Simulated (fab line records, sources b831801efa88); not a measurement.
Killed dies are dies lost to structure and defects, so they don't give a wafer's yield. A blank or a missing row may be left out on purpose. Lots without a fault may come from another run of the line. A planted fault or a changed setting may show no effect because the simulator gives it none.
Tool commonality check | flow sky130 | 13 lots, 39 wafers sampled

WHY IT WAS OPENED
At SKY_SD_P_TW_MEAS_11 the reading SD_P_TW is flagged on 1 of 13 lots. Wafers without a fault read 2835, standard deviation 14.
Rule: a lot is flagged when every wafer of it that has a number lies more than 4 standard deviations from that mean, or none has a number. The other lots count as sound.

lot  | measured     | on            | SD_P_TW, wafer by wafer | flag
L304 | day 25 02:32 | film_metro-04 | 2838 2841 2845          |
L305 | day 25 21:10 | film_metro-01 | 2809 2831 2837          |
L309 | day 28 00:22 | film_metro-04 | 2839 2827 2824          |
L310 | day 28 01:29 | film_metro-01 | 2839 2835 2846          |
L311 | day 28 02:05 | film_metro-01 | 2830 2842 2833          |
L312 | day 28 09:17 | film_metro-04 | 2836 2847 2846          |
L315 | day 29 21:20 | film_metro-02 | 30 30 30                | FLAGGED
L317 | day 30 04:47 | film_metro-01 | 2850 2843 2840          |
L318 | day 30 06:38 | film_metro-02 | 2841 2834 2848          |
L322 | day 31 23:36 | film_metro-01 | 2846 2824 2837          |
L325 | day 32 15:23 | film_metro-01 | 2829 2845 2821          |
L327 | day 33 20:11 | film_metro-01 | 2854 2841 2841          |
L326 | day 35 00:43 | film_metro-04 | 2802 2815 2808          |
The numbers of the flagged lots are 30 on average: -2805 against the usual, or -99 or more standard deviations.

WHICH TOOL RAN EACH LOT
The record holds 2 process steps before the reading, out of a route of 708 steps. In each cell: the tool, then ch and the chambers that the sampled wafers went through, then the start.
lot  | flag    | SKY_POLY_CUT_STRIP_12                | SKY_SD_P_EXPOSE_04
L304 |         | plasma_asher-01 ch 0,1, day 23 20:37 | iline_stepper-01 ch 0, day 24 11:48
L305 |         | plasma_asher-03 ch 0,1, day 24 16:42 | iline_stepper-01 ch 0, day 25 07:29
L309 |         | plasma_asher-03 ch 0,1, day 26 19:43 | iline_stepper-01 ch 0, day 27 09:29
L310 |         | plasma_asher-01 ch 0,1, day 26 20:31 | iline_stepper-01 ch 0, day 27 10:50
L311 |         | plasma_asher-04 ch 0,1, day 26 20:54 | iline_stepper-02 ch 0, day 27 11:32
L312 |         | plasma_asher-01 ch 0,1, day 27 04:09 | iline_stepper-01 ch 0, day 27 19:08
L315 | FLAGGED | plasma_asher-03 ch 0,1, day 28 16:25 | iline_stepper-01 ch 0, day 29 06:55
L317 |         | plasma_asher-03 ch 1, day 29 00:10   | iline_stepper-01 ch 0, day 29 14:31
L318 |         | plasma_asher-04 ch 0,1, day 29 02:28 | iline_stepper-01 ch 0, day 29 15:51
L322 |         | plasma_asher-03 ch 0,1, day 30 20:03 | iline_stepper-02 ch 0, day 31 10:09
L325 |         | plasma_asher-01 ch 0,1, day 31 12:06 | iline_stepper-02 ch 0, day 32 01:29
L327 |         | plasma_asher-04 ch 0, day 32 17:07   | iline_stepper-01 ch 0, day 33 06:10
L326 |         | plasma_asher-01 ch 0,1, day 33 21:49 | iline_stepper-01 ch 0, day 34 10:43
What these steps do:
- SKY_POLY_CUT_STRIP_12: strips in O2/N2.
- SKY_SD_P_EXPOSE_04: exposes mask PSDM, target cd 380 nm.
- SKY_SD_P_TW_MEAS_11

FLAGGED OVER TOTAL, TOOL BY TOOL (the gauges that took the reading come last)
step                  | tool             | lots run | flagged | share of the flagged lots | sound lots run after its first flagged lot
SKY_POLY_CUT_STRIP_12 | plasma_asher-01  | 5        | 0       | none                      | -
SKY_POLY_CUT_STRIP_12 | plasma_asher-03  | 5        | 1       | all                       | 2 (L317,L322)
SKY_POLY_CUT_STRIP_12 | plasma_asher-04  | 3        | 0       | none                      | -
SKY_SD_P_EXPOSE_04    | iline_stepper-01 | 10       | 1       | all                       | 4 (L317,L318,L327,L326)
SKY_SD_P_EXPOSE_04    | iline_stepper-02 | 3        | 0       | none                      | -
SKY_SD_P_TW_MEAS_11   | film_metro-01    | 7        | 0       | none                      | -
SKY_SD_P_TW_MEAS_11   | film_metro-02    | 2        | 1       | all                       | 1 (L318)
SKY_SD_P_TW_MEAS_11   | film_metro-04    | 4        | 0       | none                      | -

WHAT THE TABLE ALLOWS
3 rows of the table ran every flagged lot: plasma_asher-03 at SKY_POLY_CUT_STRIP_12, iline_stepper-01 at SKY_SD_P_EXPOSE_04, film_metro-02 at SKY_SD_P_TW_MEAS_11.
- plasma_asher-03 at SKY_POLY_CUT_STRIP_12: 1 of its 5 lots flagged. Sound lots ran on it after the first flagged one (L317, L322), which a lasting fault on the whole tool wouldn't allow.
- iline_stepper-01 at SKY_SD_P_EXPOSE_04: 1 of its 10 lots flagged. Sound lots ran on it after the first flagged one (L317, L318, L327, L326), which a lasting fault on the whole tool wouldn't allow.
- film_metro-02 at SKY_SD_P_TW_MEAS_11: 1 of its 2 lots flagged. Sound lots ran on it after the first flagged one (L318), which a lasting fault on the whole tool wouldn't allow.
No row of the table ran every flagged lot and no sound lot after the first.

WHAT THE SIMULATOR HAD PUT IN
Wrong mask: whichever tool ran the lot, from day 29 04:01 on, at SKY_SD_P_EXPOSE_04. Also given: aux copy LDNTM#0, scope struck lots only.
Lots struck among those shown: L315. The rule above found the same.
